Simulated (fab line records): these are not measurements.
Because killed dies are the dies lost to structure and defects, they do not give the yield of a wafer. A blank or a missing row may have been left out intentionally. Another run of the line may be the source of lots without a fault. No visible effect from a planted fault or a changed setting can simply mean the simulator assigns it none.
A single fault, viewed from 2 desks || flow gf180mcu || numbers are kept per desk, each desk with only its own; the story behind them comes last

== THE METROLOGY DESK ==
What the gauges read, lot by lot, whatever tool the lot ran on: means of the sampled wafers that have a number. Any lot whose mean is over 4 standard deviations away from the usual mean is out of limits and marked OUT; that distance is given in the brackets.
Columns: A = HV_LDD_OVL at GF_HV_LDD_OVL_MEAS_08, usual 0.0 nm; B = HV_LDD_2_TW at GF_HV_LDD_TW_MEAS_23, usual 1055; C = HV_LDD_CVD_54_THK at GF_HV_LDD_THK_MEAS_55, usual 9.94 nm; D = cd-nm at GF_NSD_CD_MEAS_07, usual 399.8 nm
{"lot": "L640", "first seen here": "day 10 01:59", "A": -0.0, "B": 1060, "C": 9.57, "D": 400.1}
{"lot": "L641", "first seen here": "day 10 06:23", "A": -1.6, "B": 1065, "C": 9.88, "D": 396.7}
{"lot": "L642", "first seen here": "day 10 10:11", "A": -0.4, "B": 1052, "C": 9.88, "D": 399.9}
{"lot": "L644", "first seen here": "day 11 02:02", "A": 0.7, "B": 1038, "C": 10.04, "D": 399.7}
{"lot": "L645", "first seen here": "day 11 13:18", "A": 1.9, "B": 1041, "C": "5.01 (-33) OUT", "D": 397.6}
{"lot": "L654", "first seen here": "day 14 11:11", "A": 0.6, "B": 1043, "C": 9.98, "D": 401.4}
{"lot": "L656", "first seen here": "day 14 22:43", "A": -0.2, "B": 1044, "C": 10.03, "D": 405.7}
{"lot": "L657", "first seen here": "day 15 04:55", "A": -0.9, "B": 1062, "C": 9.99, "D": 398.6}
{"lot": "L658", "first seen here": "day 15 13:35", "A": 0.9, "B": 1065, "C": 9.89, "D": 399.8}
{"lot": "L659", "first seen here": "day 15 22:08", "A": -0.7, "B": 1064, "C": 10.00, "D": 398.2}
{"lot": "L661", "first seen here": "day 16 15:05", "A": -1.0, "B": 1038, "C": 9.85, "D": 397.7}
{"lot": "L662", "first seen here": "day 17 06:44", "A": -0.8, "B": 1053, "C": 9.95, "D": 400.3}
{"lot": "L663", "first seen here": "day 17 09:08", "A": -2.7, "B": 1045, "C": 9.97, "D": 400.0}
This desk's finding: out of limits on L645; first on L645, day 14 02:04 (HV_LDD_CVD_54_THK at GF_HV_LDD_THK_MEAS_55). Within limits: L640, L641, L642, L644, L654, L656, L657, L658, L659, L661, L662, L663.

== FOR THE TOOL OWNER'S DESK: lpcvd-02 ==
The tool's own readings at GF_HV_LDD_CVD_54 (deposits SiO2 from TEOS, target thk 10 nm, time 75 s): means of the sampled wafers that have a number, for each lot that ran on this tool. Any lot whose mean is over 4 standard deviations away from the usual mean is out of limits and marked OUT; that distance is given in the brackets. Readings shown: 7 out of 8 (the first out of limits, and those lying furthest out on some lot).
Columns: A = spike-tc-bottom-C at GF_HV_LDD_CVD_54, usual 701.2 C; B = spike-tc-centre-C at GF_HV_LDD_CVD_54, usual 681.6 C; C = spike-tc-lower-C at GF_HV_LDD_CVD_54, usual 680.2 C; D = spike-tc-top-C at GF_HV_LDD_CVD_54, usual 698.7 C; E = spike-tc-upper-C at GF_HV_LDD_CVD_54, usual 679.6 C; F = susceptor-temp-C at GF_HV_LDD_CVD_54, usual 680.0 C; G = zone-power-centre-pct at GF_HV_LDD_CVD_54, usual 11.4 %
{"lot": "L642", "first seen here": "day 12 19:58", "A": 702.2, "B": 682.1, "C": 678.1, "D": 698.9, "E": 678.9, "F": 680.2, "G": 11.1}
{"lot": "L644", "first seen here": "day 13 12:46", "A": 701.1, "B": 683.4, "C": 678.7, "D": 699.4, "E": 679.5, "F": 679.8, "G": 11.2}
{"lot": "L645", "first seen here": "day 14 01:01", "A": "674.5 (-19) OUT", "B": "654.1 (-23) OUT", "C": "650.7 (-16) OUT", "D": "673.3 (-16) OUT", "E": "652.7 (-22) OUT", "F": "652.5 (-89) OUT", "G": 10.3}
{"lot": "L654", "first seen here": "day 17 07:06", "A": 703.3, "B": 682.8, "C": 678.4, "D": 700.4, "E": 679.1, "F": 679.5, "G": 11.1}
{"lot": "L657", "first seen here": "day 18 01:38", "A": 702.9, "B": 679.5, "C": 680.2, "D": 699.3, "E": 678.4, "F": 679.6, "G": 11.7}
{"lot": "L658", "first seen here": "day 18 11:10", "A": 701.4, "B": 683.0, "C": 679.0, "D": 699.9, "E": 678.2, "F": 680.1, "G": 11.0}
{"lot": "L659", "first seen here": "day 18 21:09", "A": 702.3, "B": 682.2, "C": 678.8, "D": 700.1, "E": 678.5, "F": 679.7, "G": 11.1}
{"lot": "L661", "first seen here": "day 19 14:22", "A": 702.1, "B": 682.5, "C": 679.3, "D": 699.5, "E": 678.0, "F": 679.9, "G": 11.2}
Finding of this desk: L645 out of limits; the first was L645 at day 14 01:01, on spike-tc-bottom-C at GF_HV_LDD_CVD_54. Within limits: L642, L644, L654, L657, L658, L659, L661.

== PUT TOGETHER ==
An alarm could have come from the tool owner's desk at day 14 01:01, on L645.
On L645, the metrology desk was in a position to raise an alarm at day 14 02:04.
Of the lots named, all ran GF_HV_LDD_CVD_54 on lpcvd-02.

== WHAT HAD BEEN PUT IN BY THE SIMULATOR ==
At GF_HV_LDD_CVD_54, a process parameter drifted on lpcvd-02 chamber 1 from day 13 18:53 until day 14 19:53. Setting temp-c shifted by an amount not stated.
Shown lots that were struck: L645.
Counting hours from when the fault started, the first reading out of limits came at 6 for the tool owner's desk and at 7 for the metrology desk.
